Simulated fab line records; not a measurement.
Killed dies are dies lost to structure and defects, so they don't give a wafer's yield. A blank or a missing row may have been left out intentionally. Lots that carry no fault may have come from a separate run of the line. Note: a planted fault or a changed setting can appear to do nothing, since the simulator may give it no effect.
Comparing a struck lot with a sound one -- flow gf180mcu -- 16 out of 602 route steps
Sound: the wafers L525.1, L525.4, L525.5. Struck: wafer L524.6. (L524.1, L524.2 of the same lot were not struck and are left out.) The cause comes at the end.
Order at every step that has rows: each side's tool, ch and its chambers, its first start. Under that, the readings that differ: sound wafers -- struck wafers -- difference of the means -- sigmas: that difference in standard deviations of wafers without a fault.
alike: readings with means less than 2 such deviations apart, plus words and numbers identical on both sides. not compared: withheld readings, readings lacking a value on some wafer, bounds such as >300 that could conceal the same value, and numbers that have no deviation in the record and whose values overlap.
A row with sigmas, a row that says differs or no value, or rows on one side alone: a step with any of these is where the two part. Numbers that have no deviation but don't overlap get no sigmas and don't part them. Lack of a reading on every wafer of one side parts them only where that side has two or more wafers.

first, 4 steps without rows for these wafers: GF_SAB_SOFTBAKE_05 (time 60 s); GF_SAB_EXPOSE_06 (exposes mask SAB, target cd 420 nm); GF_SAB_PEB_07; GF_SAB_DEVELOP_08 (develop time 60 s).
GF_SAB_CD_MEAS_09 targets a cd of 420 nm.
  sound on cd_sem-01 at day 16 11:57; struck on cd_sem-01 at day 16 03:02
  alike: cd_nm
GF_SAB_OVL_MEAS_10:
  sound on overlay-02 at day 16 12:04; struck on overlay-02 at day 16 03:10
  alike: SAB_OVL
GF_SAB_ETCH_11: etches SiO2 in C4F8/O2/Ar, target depth 55 nm, time 8.5 s.
  sound on rie_diel-04 ch 0,3, day 16 12:06; struck on rie_diel-04 ch 0, day 16 03:12
  alike: chamber_pressure_mTorr, oes_product_au
  not compared: rf_hours_counter_h
then, 1 step without rows for these wafers: GF_SAB_WET_ETCH_12 (etches SiO2 in dHF, target depth 22 nm, time 440 s).
GF_SAB_STRIP_13: strips in O2/N2.
  sound on plasma_asher-03 ch 0,1, day 16 12:16; struck on plasma_asher-04 ch 0, day 16 03:22
  alike: chamber_pressure_mTorr, drypump_motor_current_A, heater_power_w, n2_flow_sccm, oes_product_au, strip_time_to_endpoint_s
  not compared: rf_hours_counter_h
then, 2 steps without rows for these wafers: GF_SALICIDE_CLEAN_00 (cleans in SC1/SC2, time 150 s); GF_SALICIDE_WET_ETCH_01 (etches SiO2 in dHF, target depth 5 nm, time 100 s).
GF_SALICIDE_SPUTTER_02: material Co, target thk 10 nm, time 20 s.
  sound on pvd_sputter-03 at day 16 12:28; struck on pvd_sputter-04 at day 16 03:35
  alike: throttle_valve_pct
GF_SALICIDE_SPUTTER_03: material TiN, target thk 20 nm, time 16.7 s.
  sound on pvd_sputter-03 at day 16 12:29; struck on pvd_sputter-04 at day 16 03:37
reading,sound,struck,difference,sigmas
model.TiN_of_SALICIDE_SPUTTER_03.thk_nm (nm),19.84 20.15 20.1,26.7,+6.7,
  alike: throttle_valve_pct
GF_SALICIDE_RS_MEAS_04: a four-point-probe measurement.
  sound on film_metro-02 at day 16 12:31; struck on film_metro-01 at day 16 03:39
reading,sound,struck,difference,sigmas
SALICIDE_TIN_RS (ohm/sq),16.56 16.38 16.42,14.80,-1.65,-6
GF_SALICIDE_THK_MEAS_05: measures by xrf.
  sound on film_metro-02 at day 16 12:38; struck on film_metro-01 at day 16 03:46
reading,sound,struck,difference,sigmas
SALICIDE_TIN_THK (nm),19.66 19.95 19.96,26.72,+6.86,+27
GF_SALICIDE_RTA_06: time 30 s.
  sound on rtp_anneal-02 ch 0, day 16 12:41; struck on rtp_anneal-02 ch 0, day 16 03:50
  alike: lamp_power_pct, wafer_temp_C_max

WHERE THEY PART
Last at GF_SALICIDE_THK_MEAS_05 as far as this record goes, first at GF_SALICIDE_RS_MEAS_04. Later steps at which nothing parts them and some readings are alike: GF_SALICIDE_RTA_06.

WHY: the cause the simulator had injected
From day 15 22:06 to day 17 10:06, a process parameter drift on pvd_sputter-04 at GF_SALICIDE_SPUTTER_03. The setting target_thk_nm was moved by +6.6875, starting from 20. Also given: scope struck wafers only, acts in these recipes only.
